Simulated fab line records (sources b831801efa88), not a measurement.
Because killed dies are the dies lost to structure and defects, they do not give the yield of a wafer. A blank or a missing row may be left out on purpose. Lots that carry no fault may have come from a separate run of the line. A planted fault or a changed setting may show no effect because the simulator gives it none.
fab line records -- flow sky130
record lots=11, wafers=33, lastDay=50
route steps=708 shown FIELD_ISO@5 VT_ADJUST_HVTP@89 VT_ADJUST_LVTN@106 PAD_OPEN@708
lots that met no fault: taken from a fault-free run of the same line
startH: hours from the record's first day to the start of the lot's first wafer shown -- waitH: how many hours have passed since the lot's step before this one -- " as in the row above -- L1.1+2: a single row standing in for several wafers -- - no value present, or no start provided -- * or withheld: withheld -- < > ~ a bound
route shown NAME@n: names a module that has steps shown in the file, with the first one's number in the route -- usual: mean/standard deviation of fault-free wafers -- same: alike in all rows -- chamber/n: place in a boat -- sites: readings site by site -- _std_site: the standard deviation of these -- _edge_site: inner sites' mean taken away from outer sites' mean -- radiusMm: for every site, how far away it sits from the centre of the wafer -- mask NAME#n: copy n -- behind: the tool/chamber that last shaped the wafer -- hold: reason for holding the lot/hours on hold/outcome of the hold -- device: which transistor (n, p or np) failed to switch -- end of line: the tests these same wafers got at the end of their route -- a step without rows: its recipe alone -- killed: not the wafer's yield, but the dies lost to structure and defects at the first sort -- map: shows each die of a wafer: x if killed, . if not, _ if none is there
set.NAME: setting as actually run; set.NAME@STEP: the setting as run at that earlier step -- model.NAME: the simulator's own value behind a step, which no gauge read
the route's steps for a sample of lots (tables are steps, rows are wafers)
services: a tool's chamber out of use, with start hour (startH, from the record's first day; less than 0 if before it), hours out, and reason
## steps
# step SKY_FIELD_ISO_THK_MEAS_04
# recipe reads=Si3N4_of_FIELD_ISO_CVD_03
# usual FIELD_ISO_CVD_03_THK=164.0/1.6
lot.wafer,tool,chamber,startH,waitH,FIELD_ISO_CVD_03_THK[nm]
L778.1,filmMetro-01,-,16.88,0.0,163.3
L778.5,filmMetro-01,-,16.88,0.0,163.4
L778.6,filmMetro-01,-,16.88,0.0,163.6
L779.2,filmMetro-02,-,19.57,0.0,163.1
L779.3,filmMetro-02,-,19.57,0.0,163.3
L779.4,filmMetro-02,-,19.57,0.0,164.5
L781.1,filmMetro-04,-,33.16,0.0,163.3
L781.4,filmMetro-04,-,33.16,0.0,163.4
L781.6,filmMetro-04,-,33.16,0.0,162.3
L782.1,filmMetro-02,-,36.00,0.0,164.7
L782.3,filmMetro-02,-,36.00,0.0,163.9
L782.6,filmMetro-02,-,36.00,0.0,164.7
L785.1,filmMetro-02,-,50.66,0.0,164.7
L785.2,filmMetro-02,-,50.66,0.0,164.0
L785.4,filmMetro-02,-,50.66,0.0,164.1
L786.1,filmMetro-01,-,54.20,0.0,163.2
L786.2,filmMetro-01,-,54.20,0.0,161.7
L786.4,filmMetro-01,-,54.20,0.0,162.0
L788.1,filmMetro-01,-,65.77,0.0,164.4
L788.3,filmMetro-01,-,65.77,0.0,164.7
L788.5,filmMetro-01,-,65.77,0.0,165.1
L791.2,filmMetro-04,-,80.15,0.0,165.7
L791.5,filmMetro-04,-,80.15,0.0,165.4
L791.6,filmMetro-04,-,80.15,0.0,165.8
L799.1,filmMetro-01,-,119.32,0.0,163.3
L799.3,filmMetro-01,-,119.32,0.0,162.1
L799.4,filmMetro-01,-,119.32,0.0,163.4
L800.1,filmMetro-01,-,125.54,0.0,163.9
L800.3,filmMetro-01,-,125.54,0.0,164.6
L800.5,filmMetro-01,-,125.54,0.0,164.6
L801.1,filmMetro-04,-,129.08,0.0,165.4
L801.2,filmMetro-04,-,129.08,0.0,165.8
L801.6,filmMetro-04,-,129.08,0.0,165.5
# step SKY_FIELD_ISO_CD_MEAS_13
# recipe targetCdNm=150
# usual cdNm=149.5/1.7
lot.wafer,tool,chamber,startH,waitH,cdNm
L778.1,cdSem-02,-,31.04,-,149.6
L778.5,cdSem-02,-,31.04,-,149.1
L778.6,cdSem-02,-,31.04,-,147.8
L779.2,cdSem-01,-,33.31,-,150.5
L779.3,cdSem-01,-,33.31,-,151.6
L779.4,cdSem-01,-,33.31,-,148.8
L781.1,cdSem-01,-,48.51,-,148.9
L781.4,cdSem-01,-,48.51,-,147.8
L781.6,cdSem-01,-,48.51,-,148.2
L782.1,cdSem-02,-,51.94,-,148.0
L782.3,cdSem-02,-,51.94,-,147.1
L782.6,cdSem-02,-,51.94,-,147.7
L785.1,cdSem-02,-,66.96,-,148.0
L785.2,cdSem-02,-,66.96,-,147.8
L785.4,cdSem-02,-,66.96,-,147.3
L786.1,cdSem-01,-,69.64,-,148.6
L786.2,cdSem-01,-,69.64,-,150.2
L786.4,cdSem-01,-,69.64,-,147.9
L788.1,cdSem-01,-,82.54,-,149.0
L788.3,cdSem-01,-,82.54,-,149.1
L788.5,cdSem-01,-,82.54,-,149.3
L791.2,cdSem-02,-,97.16,-,149.8
L791.5,cdSem-02,-,97.16,-,150.8
L791.6,cdSem-02,-,97.16,-,149.2
L799.1,cdSem-01,-,137.64,-,151.0
L799.3,cdSem-01,-,137.64,-,151.4
L799.4,cdSem-01,-,137.64,-,151.4
L800.1,cdSem-02,-,144.14,-,149.9
L800.3,cdSem-02,-,144.14,-,149.7
L800.5,cdSem-02,-,144.14,-,150.6
L801.1,cdSem-02,-,148.19,-,144.1
L801.2,cdSem-02,-,148.19,-,146.1
L801.6,cdSem-02,-,148.19,-,145.7
# step SKY_VT_ADJUST_HVTP_EXPOSE_04
# recipe maskId=HVTPM, na=0.6, sourceShape=conventional, sigmaOuter=0.6, polarization=unpolarized, targetCdNm=380, doseMj=140
# same na=0.6
lot.wafer,tool,chamber,startH,waitH,mask
L778.1+5+6,ilineStepper-01,0,116.86,-,HVTPM#0
L779.2+3+4,ilineStepper-02,0,118.73,-,HVTPM#0
L781.1+4+6,ilineStepper-02,0,134.01,-,HVTPM#0
L782.1+3+6,ilineStepper-01,0,139.26,-,HVTPM#0
L785.1+2+4,ilineStepper-01,0,158.09,-,HVTPM#0
L786.1+2+4,ilineStepper-02,0,164.11,-,HVTPM#0
L788.1+3+5,ilineStepper-01,0,175.41,-,HVTPM#0
L791.2+5+6,ilineStepper-01,0,193.73,-,HVN_STD_DERIVED#0
L799.1+3+4,ilineStepper-02,0,239.81,-,HVTPM#0
L800.1+3+5,ilineStepper-02,0,246.81,-,HVTPM#0
L801.1+2+6,ilineStepper-01,0,253.51,-,HVTPM#0
# step SKY_VT_ADJUST_HVTP_CD_MEAS_07
# recipe targetCdNm=380
# usual cdNm=380.9/2.8
lot.wafer,tool,chamber,startH,waitH,cdNm
L778.1,cdSem-01,-,125.39,0.1,381.1
L778.5,cdSem-01,-,125.39,0.1,382.2
L778.6,cdSem-01,-,125.39,0.1,381.3
L779.2,cdSem-02,-,127.56,0.1,372.7
L779.3,cdSem-02,-,127.56,0.1,374.1
L779.4,cdSem-02,-,127.56,0.1,373.8
L781.1,cdSem-02,-,143.04,0.1,382.7
L781.4,cdSem-02,-,143.04,0.1,383.5
L781.6,cdSem-02,-,143.04,0.1,388.2
L782.1,cdSem-02,-,148.49,0.1,378.1
L782.3,cdSem-02,-,148.49,0.1,378.6
L782.6,cdSem-02,-,148.49,0.1,380.9
L785.1,cdSem-02,-,167.84,0.1,379.7
L785.2,cdSem-02,-,167.84,0.1,380.4
L785.4,cdSem-02,-,167.84,0.1,379.1
L786.1,cdSem-01,-,173.89,0.1,384.0
L786.2,cdSem-01,-,173.89,0.1,383.7
L786.4,cdSem-01,-,173.89,0.1,383.3
L788.1,cdSem-01,-,185.04,0.1,379.1
L788.3,cdSem-01,-,185.04,0.1,380.8
L788.5,cdSem-01,-,185.04,0.1,379.2
L791.2,cdSem-01,-,203.63,0.1,-
L791.5,cdSem-01,-,203.63,0.1,-
L791.6,cdSem-01,-,203.63,0.1,-
L799.1,cdSem-01,-,250.51,0.1,379.7
L799.3,cdSem-01,-,250.51,0.1,378.9
L799.4,cdSem-01,-,250.51,0.1,380.1
L800.1,cdSem-02,-,258.29,0.1,381.0
L800.3,cdSem-02,-,258.29,0.1,378.4
L800.5,cdSem-02,-,258.29,0.1,376.8
L801.1,cdSem-02,-,266.21,0.1,378.8
L801.2,cdSem-02,-,266.21,0.1,377.9
L801.6,cdSem-02,-,266.21,0.1,376.5
# step SKY_VT_ADJUST_HVTP_TW_MEAS_11
# usual VT_ADJUST_HVTP_TW=1368/12
lot.wafer,tool,chamber,startH,waitH,hold,VT_ADJUST_HVTP_TW
L778.1,filmMetro-03,-,125.79,0.1,-,1376
L778.5,filmMetro-03,-,125.79,0.1,-,1376
L778.6,filmMetro-03,-,125.79,0.1,-,1376
L779.2,filmMetro-03,-,127.96,0.1,-,1370
L779.3,filmMetro-03,-,127.96,0.1,-,1371
L779.4,filmMetro-03,-,127.96,0.1,-,1375
L781.1,filmMetro-04,-,143.44,0.1,-,1347
L781.4,filmMetro-04,-,143.44,0.1,-,1345
L781.6,filmMetro-04,-,143.44,0.1,-,1351
L782.1,filmMetro-03,-,148.89,0.1,-,1379
L782.3,filmMetro-03,-,148.89,0.1,-,1369
L782.6,filmMetro-03,-,148.89,0.1,-,1372
L785.1,filmMetro-03,-,168.25,0.1,-,1386
L785.2,filmMetro-03,-,168.25,0.1,-,1395
L785.4,filmMetro-03,-,168.25,0.1,-,1382
L786.1,filmMetro-02,-,174.30,0.1,-,1361
L786.2,filmMetro-02,-,174.30,0.1,-,1363
L786.4,filmMetro-02,-,174.30,0.1,-,1361
L788.1,filmMetro-04,-,185.45,0.1,-,1352
L788.3,filmMetro-04,-,185.45,0.1,-,1352
L788.5,filmMetro-04,-,185.45,0.1,-,1356
L791.2,filmMetro-02,-,204.02,0.1,awaitDispo/0.2h/release,30
L791.5,filmMetro-02,-,204.02,0.1,awaitDispo/0.2h/release,30
L791.6,filmMetro-02,-,204.02,0.1,awaitDispo/0.2h/release,30
L791.2,filmMetro-02,-,204.25,0.2,-,30
L791.5,filmMetro-02,-,204.25,0.2,-,30
L791.6,filmMetro-02,-,204.25,0.2,-,30
L799.1,filmMetro-03,-,250.91,0.1,-,1378
L799.3,filmMetro-03,-,250.91,0.1,-,1374
L799.4,filmMetro-03,-,250.91,0.1,-,1375
L800.1,filmMetro-02,-,258.69,0.1,-,1362
L800.3,filmMetro-02,-,258.69,0.1,-,1358
L800.5,filmMetro-02,-,258.69,0.1,-,1364
L801.1,filmMetro-03,-,266.61,0.1,-,1364
L801.2,filmMetro-03,-,266.61,0.1,-,1372
L801.6,filmMetro-03,-,266.61,0.1,-,1372
# step SKY_VT_ADJUST_LVTN_STRIP_09
# recipe chemistry=O2/N2, powerW=1400, pressureMtorr=1500, platenTempC=withheld, o2FlowSccm=3000, n2FlowSccm=300, overashFraction=0.5
# usual chamberPressureMTorr=1499.9/1.3, drypumpMotorCurrentA=5.4/0.3, o2FlowSccm=2999/9.4, oesProductAu=0.722/0.0045, stripTimeToEndpointS=36.95/0.1
# same overashFraction=0.5
lot.wafer,tool,chamber,startH,waitH,chamberPressureMTorr,drypumpMotorCurrentA,o2FlowSccm,oesProductAu,rfHoursCounterH,stripTimeToEndpointS
L778.1,plasmaAsher-04,0,144.77,0.1,1498.7,5.4,2978,0.726,47,36.82
L778.5,plasmaAsher-04,0,144.77,0.1,1501.2,5.5,2990,0.724,-,36.99
L778.6,plasmaAsher-04,1,144.77,0.1,1499.0,5.3,3012,0.728,-,36.84
L779.2,plasmaAsher-01,0,146.97,0.1,1500.9,5.9,2995,0.727,50,37.06
L779.3,plasmaAsher-01,0,146.97,0.1,1499.7,5.9,2992,0.715,-,37.07
L779.4,plasmaAsher-01,1,146.97,0.1,1502.5,5.7,2996,0.722,-,37.15
L781.1,plasmaAsher-01,1,163.52,0.1,1496.8,5.7,3001,0.720,51,36.81
L781.4,plasmaAsher-01,1,163.52,0.1,1499.1,5.7,2980,0.721,-,36.90
L781.6,plasmaAsher-01,0,163.52,0.1,1498.4,5.9,3002,0.721,-,36.93
L782.1,plasmaAsher-04,0,168.84,0.1,1502.1,5.4,3013,0.719,49,36.99
L782.3,plasmaAsher-04,0,168.84,0.1,1500.5,5.4,3010,0.724,-,37.00
L782.6,plasmaAsher-04,0,168.84,0.1,1500.4,5.5,3006,0.729,-,37.06
L785.1,plasmaAsher-02,0,188.99,0.1,1500.5,4.8,3016,0.721,37,37.02
L785.2,plasmaAsher-02,1,188.99,0.1,1497.2,4.8,2984,0.720,37,36.93
L785.4,plasmaAsher-02,0,188.99,0.1,1501.2,4.8,2997,0.719,-,36.94
L786.1,plasmaAsher-01,0,195.17,0.1,1500.6,5.9,2999,0.723,53,37.00
L786.2,plasmaAsher-01,1,195.17,0.1,1503.0,5.7,2994,0.714,53,36.86
L786.4,plasmaAsher-01,0,195.17,0.1,1499.3,5.9,3009,0.721,-,36.89
L788.1,plasmaAsher-04,0,206.86,0.1,1500.8,5.4,3023,0.715,54,36.97
L788.3,plasmaAsher-04,0,206.86,0.1,1501.6,5.4,3002,0.723,-,37.03
L788.5,plasmaAsher-04,0,206.86,0.1,1499.9,5.4,3001,0.727,-,37.04
L799.1,plasmaAsher-04,1,274.51,0.1,1497.8,5.3,3001,0.727,62,36.80
L799.3,plasmaAsher-04,0,274.51,0.1,1499.1,5.4,2998,0.727,-,36.81
L799.4,plasmaAsher-04,1,274.51,0.1,1499.2,5.3,3004,0.729,-,36.87
L800.1,plasmaAsher-02,0,282.29,0.1,1499.2,4.8,3009,0.720,42,37.07
L800.3,plasmaAsher-02,1,282.29,0.1,1500.6,4.8,3002,0.725,-,37.20
L800.5,plasmaAsher-02,0,282.29,0.1,1501.8,4.8,3016,0.728,-,37.09
L801.1,plasmaAsher-04,0,290.39,0.1,1498.6,5.4,3010,0.723,63,37.14
L801.2,plasmaAsher-04,1,290.39,0.1,1501.2,5.3,3014,0.718,63,37.07
L801.6,plasmaAsher-04,1,290.39,0.1,1500.8,5.3,2998,0.719,-,37.10
# step SKY_PAD_OPEN_PROBE_99
# usual defectLimitedYield=82.4/1.9, killed_at_M0_to_M3=43/7.5, killed_at_M4_up=3.3/1.9, killedAtContacts=24/4.6, killedAtFrontEnd=16/4.9, killedAtOther=0.2/0.46, killedDies=87/9.1, killedOpen=47/7.4, killedShort=39/6.6, sort_bin_3_pad_short=0.9/0.43, sort_bin_5_function=10.3/1.4, sort_bin_6_memory=6.4/1.1, sortNPass=405/9.1, sortYieldPct=82.4/1.9
# same grossDies=492, killedAtBackSide=0, sort_bin_4_leakage[%]=0, sort_bin_8_speed[%]=0
lot.wafer,tool,chamber,startH,waitH,defectLimitedYield[%],killed_at_M0_to_M3,killed_at_M4_up,killedAtContacts,killedAtFrontEnd,killedAtOther,killedDies,killedOpen,killedShort,sort_bin_3_pad_short[%],sort_bin_5_function[%],sort_bin_6_memory[%],sortNPass,sortYieldPct[%]
L778.1,prober-01,-,1074.10,0.1,85.8,33,9,20,8,0,70,36,34,0.6,8.9,4.7,422,85.8
L778.5,prober-01,-,1074.30,0.2,84.3,34,5,25,13,0,77,46,31,0.6,7.9,7.1,415,84.3
L778.6,prober-01,-,1074.35,0.2,82.7,46,6,23,9,1,85,42,43,1.2,8.7,7.3,407,82.7
L786.1,prober-02,-,1122.55,0.1,81.7,39,9,24,18,0,90,48,42,1.0,11.4,5.9,402,81.7
L786.2,prober-02,-,1122.60,0.1,81.5,41,5,27,18,0,91,55,36,1.0,11.4,6.1,401,81.5
L786.4,prober-02,-,1122.70,0.2,80.3,43,3,26,25,0,97,55,41,1.0,11.2,7.5,395,80.3
L788.1,prober-02,-,1132.51,0.1,82.3,46,2,24,15,0,87,52,34,0.8,10.2,6.7,405,82.3
L788.3,prober-02,-,1132.61,0.2,79.9,49,2,22,26,0,99,53,46,0.6,11.4,8.1,393,79.9
L788.5,prober-02,-,1132.71,0.2,80.3,53,3,26,14,1,97,47,50,1.0,11.8,6.9,395,80.3
L799.1,prober-02,-,1182.23,0.1,80.9,49,3,25,17,0,94,52,41,1.0,11.4,6.7,398,80.9
L799.3,prober-02,-,1182.33,0.2,81.5,42,3,22,24,0,91,40,50,1.0,11.2,6.3,401,81.5
L799.4,prober-02,-,1182.38,0.2,83.3,36,4,21,21,0,82,46,35,1.6,8.1,6.9,410,83.3
# killed by level:class
L778.1 METAL4:geometricParticle:short=7 VIA1:geometricParticle:open=6 VIA2:geometricParticle:open=6 LI_CONTACT:geometricParticle:open=5 LOCAL_INTERCONNECT:geometricParticle:short=5 CONTACT:geometricParticle:open=5 CONTACT:geometricParticle:short=4 METAL1:geometricParticle:short=4
L778.5 CONTACT:geometricParticle:open=9 VIA1:geometricParticle:open=8 METAL1:geometricParticle:short=6 VIA3:geometricParticle:open=6 LI_CONTACT:geometricParticle:open=5 LOCAL_INTERCONNECT:geometricParticle:short=5 VIA1:geometricParticle:short=5 POLY_GATE:geometricParticle:open=4
L778.6 VIA1:geometricParticle:open=10 METAL2:geometricParticle:short=8 CONTACT:geometricParticle:open=7 VIA3:geometricParticle:open=7 LI_CONTACT:geometricParticle:open=5 LOCAL_INTERCONNECT:geometricParticle:short=5 CONTACT:geometricParticle:short=5 METAL1:geometricParticle:short=5
L786.1 VIA1:geometricParticle:open=8 CONTACT:geometricParticle:open=8 POLY_GATE:geometricParticle:open=6 LI_CONTACT:geometricParticle:short=6 METAL2:geometricParticle:short=6 METAL4:geometricParticle:short=6 FIELD_ISO:geometricParticle:open=5 LI_CONTACT:geometricParticle:open=5
L786.2 CONTACT:geometricParticle:open=12 VIA1:geometricParticle:open=8 VIA3:geometricParticle:open=8 LI_CONTACT:geometricParticle:open=7 FIELD_ISO:geometricParticle:short=6 POLY_GATE:geometricParticle:open=6 VIA1:geometricParticle:short=6 METAL2:geometricParticle:short=5
L786.4 METAL1:geometricParticle:short=10 CONTACT:geometricParticle:open=8 VIA1:geometricParticle:open=8 CONTACT:geometricParticle:short=7 FIELD_ISO:geometricParticle:open=6 POLY_GATE:geometricParticle:open=5 SPACER:geometricParticle:open=5 LI_CONTACT:geometricParticle:open=5
L788.1 CONTACT:geometricParticle:open=12 VIA1:geometricParticle:open=10 VIA3:geometricParticle:open=8 VIA3:geometricParticle:short=6 FIELD_ISO:geometricParticle:open=5 VIA2:geometricParticle:open=5 LOCAL_INTERCONNECT:geometricParticle:short=4 METAL1:geometricParticle:short=4
L788.3 VIA1:geometricParticle:open=12 FIELD_ISO:geometricParticle:short=8 VIA1:geometricParticle:short=8 CONTACT:geometricParticle:open=8 VIA2:geometricParticle:open=7 VIA2:geometricParticle:short=7 VIA3:geometricParticle:open=7 CONTACT:geometricParticle:short=6
L788.5 METAL1:geometricParticle:short=11 VIA3:geometricParticle:open=11 VIA1:geometricParticle:open=8 CONTACT:geometricParticle:open=7 LI_CONTACT:geometricParticle:open=7 LOCAL_INTERCONNECT:geometricParticle:short=6 VIA1:geometricParticle:short=6 FIELD_ISO:geometricParticle:open=4
L799.1 VIA1:geometricParticle:open=11 VIA3:geometricParticle:open=10 LI_CONTACT:geometricParticle:open=8 CONTACT:geometricParticle:open=6 VIA2:geometricParticle:open=6 METAL2:geometricParticle:short=5 METAL1:geometricParticle:short=5 POLY_GATE:geometricParticle:short=4
L799.3 FIELD_ISO:geometricParticle:short=12 VIA1:geometricParticle:short=8 VIA1:geometricParticle:open=8 LI_CONTACT:geometricParticle:open=7 LI_CONTACT:geometricParticle:short=6 METAL1:geometricParticle:short=6 METAL2:geometricParticle:short=6 FIELD_ISO:geometricParticle:open=5
L799.4 VIA1:geometricParticle:open=11 CONTACT:geometricParticle:open=8 LI_CONTACT:geometricParticle:open=7 POLY_GATE:geometricParticle:open=6 METAL1:geometricParticle:short=5 METAL2:geometricParticle:short=5 FIELD_ISO:geometricParticle:open=4 FIELD_ISO:geometricParticle:short=4
## services
tool,chamber,startH,hours,kind
plasmaAsher-02,-,109.82,14.6,pm
plasmaAsher-04,-,120.33,2.6,repair
plasmaAsher-04,-,138.46,0.5,repair
ilineStepper-02,-,152.03,-,consumableReplace:lamp
plasmaAsher-04,-,152.22,0.4,repair
ilineStepper-02,0,160.47,-,calibration
ilineStepper-01,-,168.76,1.7,pm
plasmaAsher-01,-,172.65,14.6,pm
ilineStepper-02,-,201.23,1.7,pm
plasmaAsher-02,-,206.37,21.0,repair
plasmaAsher-01,-,225.24,1.5,repair
plasmaAsher-02,-,227.35,12.8,pm
plasmaAsher-02,-,260.84,16.8,repair
ilineStepper-01,-,261.53,13.3,repair
ilineStepper-01,0,264.81,-,calibration
plasmaAsher-04,-,276.32,5.2,repair
## key
firstSign step=SKY_VT_ADJUST_HVTP_EXPOSE_04, reading=mask, direction=changed
effect step=SKY_VT_ADJUST_HVTP_CD_MEAS_07, reading=cdNm, direction=missing
effect step=SKY_VT_ADJUST_HVTP_TW_MEAS_11, reading=visit, direction=added
effect step=SKY_VT_ADJUST_HVTP_TW_MEAS_11, reading=VT_ADJUST_HVTP_TW, direction=down, sigmas=99+, usual=1368, struck=30
metAt SKY_VT_ADJUST_HVTP_EXPOSE_04
struckLots L791
scrappedBehind SKY_VT_ADJUST_HVTP_TW_MEAS_11 L791.2,L791.5,L791.6
notActingAt SKY_FIELD_ISO_THK_MEAS_04,SKY_FIELD_ISO_CD_MEAS_13,SKY_VT_ADJUST_LVTN_STRIP_09
onsetBetween 175.41 193.73
fault kind=wrongMask, tool=any, chamber=-, onsetH=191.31, steps=SKY_VT_ADJUST_HVTP_EXPOSE_04, auxCopy=HVN_STD_DERIVED#0, scope=struckLotsOnly
